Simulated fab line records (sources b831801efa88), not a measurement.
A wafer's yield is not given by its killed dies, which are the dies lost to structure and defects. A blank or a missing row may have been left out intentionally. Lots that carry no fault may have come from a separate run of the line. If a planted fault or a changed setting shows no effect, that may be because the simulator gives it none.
Split-lot study -- flow sfqLine -- 5 lots, 23 wafers read, on a route of 325 steps

## ON THE SPLIT
At SFQ_TRILAYER_M2_LITHO_COAT_057 (resist thk 600 nm), the setting spinRpm was moved away from the recipe's 3000 rpm on 10 of the 23 wafers read, by -5.5% to +7.0%. This setting was run at the recipe's value on the other wafers.

## FROM THE SPLIT TO THE READING: what the file shows between them, 4 steps
- SFQ_TRILAYER_M2_LITHO_EXPOSE_058: exposes mask M2, target cd 500 nm (also split here: doseMj)
- SFQ_TRILAYER_M2_LITHO_PEB_060: peb time 60 s
- SFQ_TRILAYER_M2_LITHO_DEVELOP_059: time 60 s
- SFQ_TRILAYER_M2_BARC_OPEN_METAL_ETCH_077: etches BARC in O2, target depth 125 nm, time 41.7 s

## THE READING
KrF_of_TRILAYER_M2_LITHO_COAT_057.thkNm (the simulator's own value, which no gauge read), in nm, at SFQ_TRILAYER_M2_ETCH_METAL_ETCH_060 (etches Nb in Cl2/Ar, stops on SiO2, target depth 240 nm, time 120 s). There is no usual value for it anywhere in the file. Across the 13 wafers here that went through the recipe, the average is 381.8 nm and the standard deviation 4.2 nm.

wafer,"tool, chamber at the split","spinRpm as run, rpm",against the recipe,"KrF_of_TRILAYER_M2_LITHO_COAT_057.thkNm, nm",against lot-mates on the recipe
L075.1,"lithoTrack-02, 0",3000,recipe,379.7,-
L075.3,"lithoTrack-02, 0",3076,+2.5%,373.8,-7.0
L075.4,"lithoTrack-02, 0",3000,recipe,380,-
L075.5,"lithoTrack-02, 0",3000,recipe,382.7,-
L075.6,"lithoTrack-02, 0",3076,+2.5%,373.6,-7.2
L077.1,"lithoTrack-02, 0",3000,recipe,386.5,-
L077.4,"lithoTrack-02, 0",3000,recipe,386.4,-
L077.6,"lithoTrack-02, 0",3000,recipe,384.4,-
L080.1,"lithoTrack-02, 0",3000,recipe,379.9,-
L080.2,"lithoTrack-02, 0",3210,+7.0%,358.9,-20.2
L080.4,"lithoTrack-02, 0",3210,+7.0%,360.7,-18.4
L080.5,"lithoTrack-02, 0",3000,recipe,378.4,-
L080.6,"lithoTrack-02, 0",3210,+7.0%,362.1,-17.0
L081.2,"lithoTrack-02, 0",2835,-5.5%,389.6,+10.6
L081.3,"lithoTrack-02, 0",3000,recipe,370.5,-
L081.4,"lithoTrack-02, 0",2835,-5.5%,400.8,+21.8
L081.5,"lithoTrack-02, 0",3000,recipe,384.8,-
L081.6,"lithoTrack-02, 0",3000,recipe,381.7,-
L083.1,"lithoTrack-04, 0",3176,+5.9%,367.8,-16.6
L083.2,"lithoTrack-04, 0",3176,+5.9%,368.3,-16.1
L083.3,"lithoTrack-04, 0",3000,recipe,383.4,-
L083.4,"lithoTrack-04, 0",3176,+5.9%,368.6,-15.8
L083.6,"lithoTrack-04, 0",3000,recipe,385.5,-

THE FIT
A straight line over all 23 wafers: KrF_of_TRILAYER_M2_LITHO_COAT_057.thkNm changes by -2.67 nm for each +1% of spinRpm; r = -0.93; the points scatter about the line by 4 nm.
The same after taking each lot's own level away (the mean of its wafers on the recipe; 23 wafers): -2.77 nm for each +1%; r = -0.96; scatter 3.1 nm.
The reading moves by 19 nm for the largest change in spinRpm, on that fit.
The span of the lots' own levels, 379.00 to 385.77 nm, comes to 1.6 times the standard deviation stated above.
Consequently the slope shifts little with the lot-to-lot level, the two slopes agreeing.
Check: for one of the wafers moved furthest among these (+7.0%), held out of the fit, the line's prediction against its lot-mates is -19 nm. It came out at -20.2 nm against them.

## OTHER SPLITS ON THESE WAFERS
Note: prior to the reading, these wafers also went through further splits. Each is held against what the fit with the lots' levels taken away leaves over:
other split on the same wafers,wafers away from the commonest value,r with KrF_of_TRILAYER_M2_LITHO_COAT_057.thkNm (lot level and that fit taken away)
SFQ_TRILAYER_M1_BARC_OPEN_METAL_ETCH_054 timeS,10,+0.01
SFQ_TRILAYER_I1_CMP_CMP_046 leaveAboveRefNm,6,+0.16
SFQ_TRILAYER_I1_VIA_LITHO_COAT_054 resistThkNm,7,-0.07
SFQ_TRILAYER_M2_LITHO_EXPOSE_058 doseMj,11,+0.03

## THE WHOLE CHAIN: every reading that the file lists as answering this split, in the file's order
step,what it does,reading,change (the file's fit),r (the file's)
SFQ_TRILAYER_M2_LITHO_COAT_057,resist thk 600 nm,"KrF_of_TRILAYER_M2_LITHO_COAT_057.thkNm (the simulator's own value, which no gauge read)",-2.92 nm for each +1% of the setting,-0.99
SFQ_TRILAYER_M2_ETCH_METAL_ETCH_060,"etches Nb in Cl2/Ar, stops on SiO2, target depth 240 nm, time 120 s","KrF_of_TRILAYER_M2_LITHO_COAT_057.thkNm (the simulator's own value, which no gauge read)",-2.77 nm for each +1% of the setting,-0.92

## FILE'S OWN FIT
KrF_of_TRILAYER_M2_LITHO_COAT_057.thkNm changes by -2.77 nm for each +1% of spinRpm, r = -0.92.
